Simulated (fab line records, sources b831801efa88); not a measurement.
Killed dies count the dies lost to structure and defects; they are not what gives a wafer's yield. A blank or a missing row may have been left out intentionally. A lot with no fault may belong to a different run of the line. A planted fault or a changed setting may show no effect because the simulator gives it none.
2 desks, one fault -- flow gf180mcu -- only its own numbers are on each desk; what lay behind them is given at the end

== AT THE TOOL OWNER'S DESK: rtp anneal-02 ==
Per lot that ran on this tool, the mean of the sampled wafers carrying a number, from the tool's own readings at GF_PSD_RTA_13 (time 20 s). If a lot's mean is further than 4 standard deviations from the usual mean, the lot is out of limits and carries the mark OUT (the distance appears in the brackets).
Columns: A = chamber o2 ppm at GF_PSD_RTA_13, usual 1.999; B = lamp power pct at GF_PSD_RTA_13, usual 31.3 %; C = wafer_temp_C_max at GF_PSD_RTA_13, usual 1029.7
lot,first seen here,A,B,C
L229,day 14 12:23,2.013,32.4,1029.1
L235,day 16 16:09,1.973,32.4,1029.0
L238,day 17 19:09,2.005,32.4,1030.7
L239,day 18 01:36,2.018,32.4,1029.1
L245,day 20 06:01,1.970,31.0,1012.7 (-17) OUT
L248,day 21 11:38,1.996,31.0,1014.4 (-15) OUT
This desk finds L245, L248 out of limits, L245 being first, at day 20 06:01 (wafer_temp_C_max at GF_PSD_RTA_13). L229, L235, L238, L239: within limits.

== AT THE METROLOGY DESK ==
Lot by lot, what the gauges showed, no matter which tool ran the lot: averages of those sampled wafers that carry a number. If a lot's mean is further than 4 standard deviations from the usual mean, the lot is out of limits and carries the mark OUT (the distance appears in the brackets).
Columns: A = NSD_RS at GF_PSD_RS_MEAS_14, usual 46.15 ohm/sq; B = PSD_RS at GF_PSD_RS_MEAS_15, usual 108.61 ohm/sq; C = M2_OVL at GF_M2_OVL_MEAS_15, usual 4 nm; D = M3_OVL at GF_M3_OVL_MEAS_15, usual -2 nm; E = V3_W_THK at GF_V3_THK_MEAS_25, usual 347 nm
lot,first seen here,A,B,C,D,E
L228,day 14 03:47,46.10,108.40,4,7,343
L229,day 14 12:28,46.04,108.34,5,1,341
L230,day 15 00:16,46.09,108.46,3,-1,342
L231,day 15 06:40,46.11,108.58,10,-6,343
L234,day 16 09:43,46.15,108.74,2,2,343
L235,day 16 16:14,46.03,108.23,0,-0,349
L236,day 17 02:05,46.15,108.17,8,1,336
L237,day 17 09:01,46.16,108.50,3,-1,351
L238,day 17 19:14,46.18,108.59,12,-6,347
L239,day 18 01:41,46.14,108.61,5,-10,349
L245,day 20 06:06,48.32 (+25) OUT,119.61 (+38) OUT,3,-9,346
L248,day 21 11:43,48.32 (+25) OUT,119.24 (+37) OUT,-2,-5,351
L251,day 22 10:44,46.01,108.26,0,6,352
This desk's finding: out of limits on L245, L248; first on L245, day 20 06:06 (NSD_RS at GF_PSD_RS_MEAS_14). L228, L229, L230, L231, L234, L235, L236, L237, L238, L239, L251: within limits.

== TAKEN TOGETHER ==
The tool owner's desk could have raised an alarm at day 20 06:01, on L245, L248.
An alarm was possible from the metrology desk at day 20 06:06, on L245, L248.
Every lot named ran GF_PSD_RTA_13 on rtp anneal-02.

== WHAT THE SIMULATOR PUT IN ==
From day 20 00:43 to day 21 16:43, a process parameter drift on rtp anneal-02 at GF_PSD_RTA_13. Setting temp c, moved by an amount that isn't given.
Shown lots that were struck: L245, L248.
Time in hours from fault onset to the first out-of-limits reading at each desk: tool owner's desk 5, metrology desk 5.
